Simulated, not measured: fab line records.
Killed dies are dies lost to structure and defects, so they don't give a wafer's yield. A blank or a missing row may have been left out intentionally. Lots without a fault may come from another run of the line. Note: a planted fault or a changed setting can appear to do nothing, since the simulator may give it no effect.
fab line records | flow sky130
record lots=24 wafers=72 lastDay=51
route steps=708 shown POLY_GATE@218 SD_P@328 RES_XHIGH@340 LI_CONTACT@364 LOCAL_INTERCONNECT@401
lots that met no fault: taken from a fault-free run of the same line
startH: hours from the record's first day to the start of the lot's first wafer shown | waitH: hours elapsed since this lot's preceding step | " repeats the value in the row above | L1.1+2: several wafers, shown together as one row | - no value, or no start given | * or withheld: withheld | < > ~ a bound
route shown NAME@n: NAME is a module with steps in the file, n the number in the route of the first one | usual: the fault-free wafers' mean and standard deviation | same: alike in all rows | chamber/n: place in a boat | sites: readings site by site | _std_site: standard deviation across them | _edge_site: the outer-site mean with the inner-site mean subtracted | radiusMm: for every site, how far away it sits from the centre of the wafer | mask NAME#n: copy n | behind: tool/chamber where the wafer was last shaped | hold: what put the lot on hold/how long, in hours/how the hold closed | device: which transistor (n, p or np) failed to switch | end of line: the route-end tests of the same wafers | for a step that has no rows: nothing shown but its recipe | killed: dies that structure and defects cost at the first sort, which is not the same as the wafer's yield | map: per-die view of a wafer (x killed, . not killed, _ where there is no die)
set.NAME: the setting the step ran with; set.NAME@STEP: the setting that earlier step ran with | model.NAME: the simulator's own value behind a step, which no gauge read
one table for each step of the route and one row for each wafer, over a sample of lots
services: a tool's chamber out of use, with start hour (startH, from the record's first day; less than 0 if before it), hours out, and reason
## steps
# step SKY_POLY_GATE_THK_MEAS_04
# recipe reads=Si3N4_of_POLY_GATE_CVD_03
# usual POLY_GATE_CVD_03_THK=75.0/0.71
# columns lot.wafer tool chamber startH waitH POLY_GATE_CVD_03_THK[nm]
L074.1 filmMetro-03 - 344.20 0.0 76.3
L074.3 " - " " 76.4
L074.5 " - " " 76.0
L075.1 filmMetro-02 - 351.89 0.0 75.3
L075.2 " - " " 75.4
L075.4 " - " " 75.4
L076.2 filmMetro-04 - 361.29 0.0 75.0
L076.5 " - " " 76.3
L076.6 " - " " 76.0
L077.3 filmMetro-03 - 363.42 0.0 75.0
L077.5 " - " " 75.0
L077.6 " - " " 75.7
L079.1 filmMetro-03 - 371.87 0.0 75.1
L079.3 " - " " 75.7
L079.5 " - " " 75.5
L078.4 filmMetro-04 - 381.02 0.0 75.5
L078.5 " - " " 75.5
L078.6 " - " " 75.7
L080.1 filmMetro-02 - 392.11 0.0 73.9
L080.4 " - " " 73.9
L080.6 " - " " 73.3
L081.1 filmMetro-03 - 403.37 0.0 75.1
L081.3 " - " " 75.3
L081.6 " - " " 75.2
L083.1 filmMetro-03 - 428.08 0.0 74.9
L083.4 " - " " 74.5
L083.6 " - " " 75.2
L082.2 filmMetro-02 - 428.09 0.0 74.3
L082.3 " - " " 74.4
L082.4 " - " " 74.5
L084.4 filmMetro-03 - 440.94 0.0 74.0
L084.5 " - " " 73.9
L084.6 " - " " 74.3
L087.2 filmMetro-03 - 555.72 0.0 74.9
L087.5 " - " " 74.9
L087.6 " - " " 75.1
L089.1 filmMetro-02 - 555.72 0.0 74.8
L089.4 " - " " 74.8
L089.5 " - " " 74.9
L086.1 filmMetro-03 - 555.77 0.1 74.0
L086.2 " - " " 73.7
L086.3 " - " " 74.0
L093.1 filmMetro-02 - 555.78 0.1 75.3
L093.2 " - " " 75.5
L093.6 " - " " 75.7
L095.1 filmMetro-02 - 555.84 0.1 74.3
L095.2 " - " " 74.7
L095.5 " - " " 74.4
L085.2 filmMetro-04 - 555.84 0.1 74.3
L085.4 " - " " 74.4
L085.6 " - " " 75.3
L088.3 filmMetro-03 - 555.85 0.1 75.8
L088.4 " - " " 76.0
L088.6 " - " " 75.4
L090.1 filmMetro-03 - 555.89 0.2 75.3
L090.5 " - " " 74.9
L090.6 " - " " 74.7
L091.4 filmMetro-04 - 555.92 0.2 75.1
L091.5 " - " " 75.5
L091.6 " - " " 76.0
L094.2 filmMetro-03 - 555.96 0.2 74.3
L094.3 " - " " 73.7
L094.5 " - " " 74.2
L097.1 filmMetro-02 - 555.96 0.3 75.2
L097.2 " - " " 75.8
L097.6 " - " " 75.5
L092.3 filmMetro-04 - 555.97 0.3 75.4
L092.4 " - " " 75.1
L092.5 " - " " 75.2
L096.2 filmMetro-04 - 556.02 0.3 76.1
L096.4 " - " " 75.5
L096.5 " - " " 75.9
# step SKY_SD_P_OVL_MEAS_08
# usual SD_P_OVL=0.5/1.3
# columns lot.wafer tool chamber startH waitH SD_P_OVL[nm]
L075.1 overlay-01 - 618.06 0.1 -0.7
L075.2 " - " " 0.6
L075.4 " - " " -0.8
L074.1 overlay-01 - 618.85 0.1 0.5
L074.3 " - " " -0.6
L074.5 " - " " 1.0
L079.1 overlay-02 - 619.30 0.1 -1.1
L079.3 " - " " -1.8
L079.5 " - " " 0.3
L077.3 overlay-02 - 619.57 0.1 -2.9
L077.5 " - " " -2.2
L077.6 " - " " -0.3
L076.2 overlay-02 - 619.81 0.1 -0.8
L076.5 " - " " 0.4
L076.6 " - " " 0.7
L078.4 overlay-01 - 619.97 0.1 1.7
L078.5 " - " " 0.4
L078.6 " - " " 0.4
L080.1 overlay-01 - 620.60 0.1 -0.9
L080.4 " - " " -0.4
L080.6 " - " " -0.5
L081.1 overlay-02 - 627.85 0.1 0.9
L081.3 " - " " -1.1
L081.6 " - " " 0.8
L082.2 overlay-01 - 654.56 0.1 2.2
L082.3 " - " " -0.6
L082.4 " - " " 1.3
L083.1 overlay-02 - 657.05 0.1 2.8
L083.4 " - " " 1.2
L083.6 " - " " 1.2
L084.4 overlay-02 - 666.22 0.1 0.4
L084.5 " - " " 2.0
L084.6 " - " " 1.8
L086.1 overlay-01 - 785.70 0.1 1.0
L086.2 " - " " 1.8
L086.3 " - " " 1.9
L087.2 overlay-01 - 786.51 0.1 0.2
L087.5 " - " " 0.4
L087.6 " - " " -0.6
L089.1 overlay-02 - 786.81 0.1 0.2
L089.4 " - " " 1.4
L089.5 " - " " -0.8
L093.1 overlay-01 - 787.10 0.1 0.7
L093.2 " - " " 1.8
L093.6 " - " " 0.4
L088.3 overlay-02 - 787.12 0.1 1.0
L088.4 " - " " -0.2
L088.6 " - " " 2.0
L085.2 overlay-02 - 787.41 0.1 -0.5
L085.4 " - " " -0.3
L085.6 " - " " -0.6
L095.1 overlay-02 - 788.60 0.1 3.8
L095.2 " - " " 1.0
L095.5 " - " " 2.5
L091.4 overlay-01 - 789.12 0.1 -1.0
L091.5 " - " " -0.5
L091.6 " - " " 1.2
L090.1 overlay-02 - 789.71 0.1 1.3
L090.5 " - " " 1.3
L090.6 " - " " 0.6
L094.2 overlay-01 - 790.11 0.1 0.2
L094.3 " - " " 0.5
L094.5 " - " " -0.4
L096.2 overlay-01 - 790.41 0.1 -0.2
L096.4 " - " " 0.7
L096.5 " - " " 0.8
L097.1 overlay-01 - 790.52 0.1 -0.1
L097.2 " - " " 1.1
L097.6 " - " " 0.4
L092.3 overlay-01 - 794.31 0.1 1.8
L092.4 " - " " -0.4
L092.5 " - " " 1.4
# step SKY_RES_XHIGH_STRIP_08
# recipe chemistry=O2/N2 powerW=1400 pressureMtorr=1500 platenTempC=withheld o2FlowSccm=3000 n2FlowSccm=300 overashFraction=0.5
# usual drypumpMotorCurrentA=5.5/0.31 oesProductAu=0.711/0.0047 stripTimeToEndpointS=14.28/0.032
# same overashFraction=0.5
# columns lot.wafer tool chamber startH waitH drypumpMotorCurrentA oesProductAu rfHoursCounterH stripTimeToEndpointS
L075.1 plasmaAsher-02 0 647.23 0.1 5.6 0.707 22 14.30
L075.2 " 1 " " 5.3 0.711 22 14.29
L075.4 " 0 " " 5.6 0.705 - 14.28
L074.1 plasmaAsher-02 0 647.73 0.1 5.6 0.709 22 14.24
L074.3 " 0 " " 5.6 0.714 - 14.27
L074.5 " 0 " " 5.6 0.716 - 14.27
L079.1 plasmaAsher-01 1 648.03 0.1 5.9 0.710 51 14.27
L079.3 " 0 " " 4.7 0.721 - 14.26
L079.5 " 0 " " 4.7 0.716 - 14.31
L077.3 plasmaAsher-03 1 648.36 0.1 5.5 0.703 - 14.33
L077.5 " 1 " " 5.5 0.707 - 14.33
L077.6 " 0 " " 6.0 0.713 - 14.33
L076.2 plasmaAsher-01 1 648.63 0.1 5.9 0.708 51 14.24
L076.5 " 0 " " 4.7 0.710 - 14.25
L076.6 " 1 " " 5.9 0.717 - 14.29
L078.4 plasmaAsher-03 0 648.96 0.1 5.9 0.717 - 14.33
L078.5 " 0 " " 5.9 0.709 - 14.30
L078.6 " 1 " " 5.5 0.710 - 14.30
L080.1 plasmaAsher-03 0 649.33 0.1 5.9 0.714 81 14.32
L080.4 " 1 " " 5.5 0.710 - 14.28
L080.6 " 1 " " 5.5 0.714 - 14.27
L081.1 plasmaAsher-03 0 655.48 0.1 5.9 0.707 81 14.28
L081.3 " 0 " " 5.9 0.717 - 14.32
L081.6 " 0 " " 5.9 0.718 - 14.31
L082.2 plasmaAsher-02 0 682.68 0.1 5.6 0.708 26 14.24
L082.3 " 0 " " 5.6 0.708 - 14.23
L082.4 " 1 " " 5.3 0.709 - 14.21
L083.1 plasmaAsher-03 1 685.18 0.1 5.5 0.701 84 14.27
L083.4 " 0 " " 5.9 0.713 - 14.30
L083.6 " 0 " " 5.9 0.708 - 14.27
L084.4 plasmaAsher-01 1 694.76 0.1 5.9 0.715 - 14.28
L084.5 " 1 " " 5.9 0.717 - 14.29
L084.6 " 0 " " 4.7 0.709 - 14.24
L086.1 plasmaAsher-02 1 811.23 0.1 5.3 0.713 39 14.26
L086.2 " 0 " " 5.6 0.716 39 14.26
L086.3 " 1 " " 5.3 0.707 - 14.29
L087.2 plasmaAsher-03 0 812.13 0.1 5.9 0.714 98 14.26
L087.5 " 0 " " 5.9 0.711 - 14.26
L087.6 " 1 " " 5.5 0.712 - 14.25
L089.1 plasmaAsher-02 0 812.39 0.1 5.6 0.711 39 14.28
L089.4 " 0 " " 5.6 0.712 - 14.25
L089.5 " 1 " " 5.3 0.711 - 14.28
L093.1 plasmaAsher-03 1 812.43 0.1 5.5 0.713 98 14.31
L093.2 " 0 " " 5.9 0.713 98 14.37
L093.6 " 1 " " 5.5 0.712 - 14.30
L088.3 plasmaAsher-02 1 813.26 0.1 5.3 0.714 - 14.24
L088.4 " 0 " " 5.6 0.712 - 14.23
L088.6 " 0 " " 5.6 0.719 - 14.23
L085.2 plasmaAsher-02 1 813.53 0.1 5.3 0.711 39 14.31
L085.4 " 1 " " 5.3 0.704 - 14.27
L085.6 " 0 " " 5.6 0.718 - 14.25
L095.1 plasmaAsher-02 0 814.63 0.1 5.6 0.714 40 14.26
L095.2 " 1 " " 5.3 0.701 40 14.21
L095.5 " 0 " " 5.6 0.709 - 14.17
L091.4 plasmaAsher-02 1 814.96 0.1 5.3 0.712 - 14.31
L091.5 " 0 " " 5.6 0.709 - 14.27
L091.6 " 1 " " 5.3 0.695 - 14.32
L090.1 plasmaAsher-02 1 815.73 0.1 5.3 0.701 40 14.27
L090.5 " 0 " " 5.6 0.719 - 14.26
L090.6 " 1 " " 5.3 0.710 - 14.29
L094.2 plasmaAsher-03 0 816.13 0.1 5.9 0.715 99 14.23
L094.3 " 1 " " 5.5 0.705 - 14.27
L094.5 " 0 " " 5.9 0.709 - 14.26
L096.2 plasmaAsher-03 0 816.43 0.1 5.9 0.704 99 14.28
L096.4 " 1 " " 5.5 0.699 - 14.28
L096.5 " 0 " " 5.9 0.708 - 14.25
L097.1 plasmaAsher-02 0 816.83 0.1 5.6 0.717 40 14.26
L097.2 " 1 " " 5.3 0.717 40 14.22
L097.6 " 0 " " 5.6 0.712 - 14.28
L092.3 plasmaAsher-03 1 820.81 0.1 5.5 0.715 - 14.32
L092.4 " 0 " " 5.9 0.709 - 14.29
L092.5 " 1 " " 5.5 0.711 - 14.34
# step SKY_LI_CONTACT_CMP_02
# recipe material=PSG downForcePsi=4 platenRpm=60 padVelocityMS=0.94248
# usual headPressurePsi=4.000/0.0085 motorCurrentA=12.1/1.8 retainingRingPressureFrac=1.001/0.005 timeToEndpointS=34.1/2.8
# columns lot.wafer tool chamber startH waitH headPressurePsi motorCurrentA retainingRingPressureFrac timeToEndpointS
L075.2 cmp-01 0 676.29 0.2 3.992 10.9 1.005 32.8
L075.1 " 1 " " 3.996 12.3 1.007 32.9
L075.4 " 3 " " 3.990 14.1 1.006 36.0
L074.1 cmp-01 0 676.59 0.3 4.003 10.5 1.001 37.0
L074.3 " 1 " " 4.002 12.5 1.004 35.4
L074.5 " 1 " " 4.005 12.6 0.992 31.8
L079.1 cmp-02 3 677.22 0.1 3.998 9.8 1.002 33.3
L079.3 " 0 " " 3.998 10.8 1.002 31.9
L079.5 " 2 " " 3.997 14.8 0.999 34.8
L077.3 cmp-01 3 677.54 0.1 4.000 13.5 0.996 33.7
L077.5 " 2 " " 3.997 13.2 1.003 29.5
L077.6 " 3 " " 3.998 14.0 0.999 34.9
L076.2 cmp-02 1 677.81 0.1 4.009 11.1 1.011 31.3
L076.6 " 0 " " 4.008 11.2 1.003 30.9
L076.5 " 1 " " 4.014 10.8 1.015 32.4
L078.4 cmp-01 3 678.39 0.2 4.004 13.8 1.001 36.9
L078.5 " 0 " " 3.987 10.2 0.995 37.6
L078.6 " 1 " " 4.009 12.2 1.005 30.8
L080.1 cmp-02 0 678.72 0.1 3.992 11.1 0.997 30.8
L080.4 " 1 " " 3.994 11.6 1.000 34.8
L080.6 " 3 " " 3.990 9.3 1.002 33.0
L081.3 cmp-02 1 684.56 0.1 4.004 10.7 1.000 36.0
L081.1 " 2 " " 4.014 15.0 1.004 34.2
L081.6 " 1 " " 4.001 11.1 1.000 36.5
L082.2 cmp-02 1 711.81 0.0 3.989 11.4 1.010 32.0
L082.4 " 3 " " 3.993 9.3 0.997 33.9
L082.3 " 0 " " 3.997 11.5 0.997 32.2
L083.4 cmp-02 2 714.76 0.1 3.999 15.2 0.999 34.8
L083.1 " 0 " " 4.002 11.2 0.999 32.0
L083.6 " 2 " " 4.008 15.8 0.992 35.5
L084.4 cmp-01 1 722.81 0.0 3.990 12.1 1.003 29.5
L084.6 " 1 " " 3.998 12.1 1.005 28.5
L084.5 " 2 " " 4.011 12.9 1.000 26.5
L086.1 cmp-02 0 837.01 0.1 4.013 10.7 1.016 35.0
L086.3 " 1 " " 4.003 11.6 0.997 38.5
L086.2 " 2 " " 4.014 14.8 0.995 38.6
L087.2 cmp-02 3 838.31 0.1 4.008 9.8 1.000 34.7
L087.5 " 2 " " 3.997 14.9 0.996 38.7
L087.6 " 3 " " 4.004 9.7 0.998 36.7
L089.4 cmp-01 3 838.61 0.1 4.006 13.8 1.000 36.4
L089.1 " 0 " " 4.005 10.8 0.996 31.3
L089.5 " 2 " " 4.006 13.1 0.998 28.7
L093.2 cmp-02 1 838.74 0.0 4.020 11.1 1.001 37.0
L093.1 " 2 " " 4.004 15.1 1.001 38.6
L093.6 " 1 " " 4.002 10.5 0.992 36.5
L088.3 cmp-01 1 839.61 0.1 4.007 11.6 0.991 34.3
L088.4 " 3 " " 4.001 14.5 1.007 36.9
L088.6 " 0 " " 4.008 11.0 1.009 38.7
L085.2 cmp-01 2 840.67 0.0 4.000 13.0 0.996 29.8
L085.4 " 0 " " 3.988 10.8 0.997 32.2
L085.6 " 3 " " 3.994 13.9 1.001 35.1
L095.1 cmp-02 2 841.26 0.1 4.005 14.7 1.003 37.9
L095.2 " 0 " " 3.997 10.3 0.996 32.8
L095.5 " 2 " " 3.995 15.0 1.000 36.7
L091.4 cmp-01 0 841.92 0.1 3.997 10.4 1.007 33.8
L091.5 " 3 " " 3.990 13.7 1.005 33.3
L091.6 " 0 " " 4.011 10.6 1.009 36.4
L090.1 cmp-01 0 842.91 0.2 3.999 10.8 0.999 34.0
L090.5 " 1 " " 3.987 11.4 1.003 31.0
L090.6 " 2 " " 3.976 12.6 0.994 29.5
L094.2 cmp-02 2 843.37 0.1 4.014 15.1 1.000 32.6
L094.3 " 3 " " 4.000 9.7 0.998 30.3
L094.5 " 0 " " 3.998 10.8 0.998 32.1
L096.4 cmp-02 0 844.22 0.1 4.001 11.2 0.993 33.1
L096.2 " 1 " " 3.992 11.5 1.004 36.4
L096.5 " 0 " " 4.013 11.1 1.002 33.7
L097.1 cmp-02 2 844.47 0.2 3.998 14.9 1.007 33.7
L097.2 " 1 " " 4.003 10.8 1.005 33.4
L097.6 " 3 " " 4.003 10.2 1.005 34.2
L092.4 cmp-02 0 847.61 0.1 3.992 10.9 1.003 36.4
L092.3 " 1 " " 4.007 10.4 0.999 37.6
L092.5 " 3 " " 3.995 10.2 0.999 37.4
# step SKY_LI_CONTACT_CD_MEAS_12
# recipe targetCdNm=170
# usual cdNm=170.1/1.7
# columns lot.wafer tool chamber startH waitH cdNm
L075.1 cdSem-02 - 704.28 - 170.6
L075.2 " - " " 172.2
L075.4 " - " " 172.3
L074.1 cdSem-02 - 704.63 - 169.9
L074.3 " - " " 168.7
L074.5 " - " " 168.7
L079.1 cdSem-01 - 705.58 - 171.1
L079.3 " - " " 170.7
L079.5 " - " " 171.8
L077.3 cdSem-02 - 706.07 - 167.1
L077.5 " - " " 168.4
L077.6 " - " " 170.3
L076.2 cdSem-02 - 706.55 - 167.6
L076.5 " - " " 169.2
L076.6 " - " " 169.9
L080.1 cdSem-01 - 707.08 - 169.0
L080.4 " - " " 170.5
L080.6 " - " " 169.4
L078.4 cdSem-02 - 707.09 - 171.8
L078.5 " - " " 171.0
L078.6 " - " " 171.4
L081.1 cdSem-01 - 712.13 - 168.4
L081.3 " - " " 169.1
L081.6 " - " " 168.2
L082.2 cdSem-01 - 740.00 - 168.7
L082.3 " - " " 168.0
L082.4 " - " " 169.0
L083.1 cdSem-01 - 742.08 - 167.4
L083.4 " - " " 168.5
L083.6 " - " " 167.5
L084.4 cdSem-02 - 750.90 - 170.5
L084.5 " - " " 171.2
L084.6 " - " " 171.1
L086.1 cdSem-02 - 863.84 - 166.4
L086.2 " - " " 167.2
L086.3 " - " " 166.9
L087.2 cdSem-02 - 865.15 - 168.9
L087.5 " - " " 171.0
L087.6 " - " " 169.8
L089.1 cdSem-02 - 865.29 - 172.1
L089.4 " - " " 171.9
L089.5 " - " " 171.2
L093.1 cdSem-01 - 865.48 - 169.2
L093.2 " - " " 169.7
L093.6 " - " " 170.7
L088.3 cdSem-02 - 865.87 - 170.7
L088.4 " - " " 170.3
L088.6 " - " " 170.5
L085.2 cdSem-02 - 867.15 - 171.1
L085.4 " - " " 171.5
L085.6 " - " " 170.9
L095.1 cdSem-01 - 867.84 - 172.0
L095.2 " - " " 172.1
L095.5 " - " " 172.5
L091.4 cdSem-01 - 868.14 - 168.8
L091.5 " - " " 170.7
L091.6 " - " " 170.2
L090.1 cdSem-02 - 869.03 - 172.4
L090.5 " - " " 171.9
L090.6 " - " " 172.4
L094.2 cdSem-02 - 869.91 - 169.9
L094.3 " - " " 171.5
L094.5 " - " " 170.9
L096.2 cdSem-01 - 870.76 - 172.1
L096.4 " - " " 172.8
L096.5 " - " " 172.2
L097.1 cdSem-01 - 871.09 - 170.8
L097.2 " - " " 172.7
L097.6 " - " " 173.5
L092.3 cdSem-02 - 873.59 - 169.5
L092.4 " - " " 169.0
L092.5 " - " " 169.5
# step SKY_LOCAL_INTERCONNECT_METAL_ETCH_14
# recipe targetDepthNm=110 stopOn=PSG chemistry=Cl2/BCl3 target=TiN resistSidewallDeg=88 pressureMtorr=10 icpW=900 biasW=48.5 Cl2_flow_sccm=60 bcl3FlowSccm=30 timeS=31.4
# usual drypumpMotorCurrentA=5.7/0.59 oesProductAu=0.944/0.0067 throttleValvePct=21.899/0.01
# columns lot.wafer tool chamber startH waitH drypumpMotorCurrentA oesProductAu rfHoursCounterH throttleValvePct
L075.1 rieMetal-04 1 734.00 0.0 6.2 0.939 14 21.902
L075.2 " 0 " " 4.6 0.942 14 21.900
L075.4 " 1 " " 6.1 0.941 - 21.901
L074.1 rieMetal-03 1 735.50 0.0 6.0 0.940 5 21.904
L074.3 " 0 " " 5.9 0.933 - 21.895
L074.5 " 1 " " 6.0 0.933 - 21.893
L079.1 rieMetal-04 0 735.85 0.0 4.6 0.950 14 21.894
L079.3 " 0 " " 4.6 0.942 - 21.902
L079.5 " 1 " " 6.2 0.942 - 21.903
L077.3 rieMetal-02 0 735.90 0.0 5.7 0.944 - 21.908
L077.5 " 0 " " 5.7 0.941 - 21.879
L077.6 " 1 " " 6.2 0.939 - 21.891
L076.2 rieMetal-03 0 735.97 0.0 5.9 0.942 11 21.885
L076.5 " 0 " " 5.9 0.951 - 21.898
L076.6 " 1 " " 6.0 0.937 - 21.910
L078.4 rieMetal-04 1 736.22 0.0 6.2 0.941 - 21.885
L078.5 " 0 " " 4.6 0.945 - 21.903
L078.6 " 1 " " 6.2 0.948 - 21.910
L080.1 rieMetal-02 0 736.55 0.0 5.7 0.950 1 21.905
L080.4 " 1 " " 6.2 0.944 - 21.899
L080.6 " 0 " " 5.7 0.943 - 21.899
L081.1 rieMetal-03 0 741.05 0.0 5.9 0.943 11 21.882
L081.3 " 0 " " 5.9 0.952 - 21.908
L081.6 " 0 " " 5.9 0.946 - 21.904
L082.2 rieMetal-04 1 769.00 0.0 6.1 0.947 15 21.898
L082.3 " 1 " " 6.2 0.926 - 21.905
L082.4 " 0 " " 4.6 0.939 - 21.907
L083.1 rieMetal-03 1 771.10 0.0 6.0 0.942 6 21.906
L083.4 " 1 " " 6.0 0.938 - 21.903
L083.6 " 0 " " 5.9 0.945 - 21.886
L084.4 rieMetal-02 0 778.42 0.0 5.7 0.948 - 21.896
L084.5 " 1 " " 6.2 0.944 - 21.897
L084.6 " 0 " " 5.7 0.939 - 21.907
L086.1 rieMetal-03 0 889.80 0.0 5.9 0.938 15 21.915
L086.2 " 1 " " 6.0 0.939 9 21.897
L086.3 " 1 " " 6.0 0.939 - 21.902
L087.2 rieMetal-04 0 891.46 0.0 4.6 0.945 19 21.917
L087.5 " 0 " " 4.6 0.942 - 21.898
L087.6 " 1 " " 6.2 0.947 - 21.888
L089.1 rieMetal-03 0 891.90 0.0 5.9 0.949 15 21.891
L089.4 " 0 " " 5.9 0.949 - 21.903
L089.5 " 0 " " 5.9 0.948 - 21.895
L093.1 rieMetal-04 1 892.00 0.0 6.2 0.926 3 21.907
L093.2 " 0 " " 4.6 0.949 19 21.905
L093.6 " 1 " " 6.2 0.939 - 21.890
L088.3 rieMetal-02 1 892.37 0.0 6.2 0.932 - 21.889
L088.4 " 0 " " 5.7 0.930 - 21.907
L088.6 " 1 " " 6.2 0.929 - 21.902
L085.2 rieMetal-03 0 892.71 0.0 5.9 0.948 15 21.880
L085.4 " 1 " " 6.0 0.942 - 21.896
L085.6 " 0 " " 5.9 0.931 - 21.895
L095.1 rieMetal-04 1 893.66 0.0 6.2 0.941 3 21.881
L095.2 " 0 " " 4.6 0.946 19 21.912
L095.5 " 0 " " 4.6 0.959 - 21.904
L091.4 rieMetal-02 1 893.82 0.0 6.2 0.950 - 21.898
L091.5 " 1 " " 6.2 0.956 - 21.893
L091.6 " 0 " " 5.6 0.952 - 21.897
L090.1 rieMetal-03 0 895.41 0.0 5.9 0.953 15 21.914
L090.5 " 1 " " 6.0 0.939 - 21.912
L090.6 " 0 " " 5.9 0.942 - 21.918
L094.2 rieMetal-04 1 895.75 0.0 6.2 0.952 3 21.903
L094.3 " 1 " " 6.1 0.950 - 21.892
L094.5 " 1 " " 6.2 0.951 - 21.912
L096.2 rieMetal-03 0 897.05 0.0 5.9 0.935 15 21.890
L096.4 " 1 " " 6.0 0.939 - 21.916
L096.5 " 0 " " 5.9 0.939 - 21.924
L097.1 rieMetal-04 1 897.90 0.0 6.2 0.950 3 21.878
L097.2 " 0 " " 4.6 0.956 19 21.900
L097.6 " 1 " " 6.1 0.940 - 21.895
L092.3 rieMetal-04 0 899.17 0.0 4.6 0.953 - 21.907
L092.4 " 1 " " 6.1 0.946 - 21.907
L092.5 " 1 " " 6.2 0.948 - 21.901
## services
# columns tool chamber startH hours kind
rieMetal-04 - 642.58 2.8 pm
plasmaAsher-03 - 662.48 0.8 repair
plasmaAsher-01 - 664.46 2.8 pm
cmp-01 - 703.69 6.4 pm
rieMetal-03 - 708.24 0.5 repair
cmp-01 - 712.96 0.5 repair
cmp-01 - 713.68 3.9 repair
cmp-02 - 744.00 4.0 pm
plasmaAsher-02 - 745.76 2.8 pm
cmp-01 - 748.00 12.3 pm
cmp-02 - 748.00 - consumableReplace:conditioner
plasmaAsher-02 - 748.51 4.3 pm
cmp-01 - 765.25 0.7 repair
cmp-01 - 773.45 3.9 repair
cmp-02 - 777.92 2.1 repair
rieMetal-03 0 796.63 4.9 repair
cmp-02 - 807.99 0.5 repair
rieMetal-02 - 809.11 1.4 pm
plasmaAsher-01 - 809.21 11.2 repair
plasmaAsher-03 - 841.60 0.3 repair
rieMetal-02 - 849.62 0.2 repair
plasmaAsher-02 - 858.77 1.3 repair
cmp-02 - 868.85 5.1 repair
cmp-01 - 895.79 1.2 repair
## key
fault none
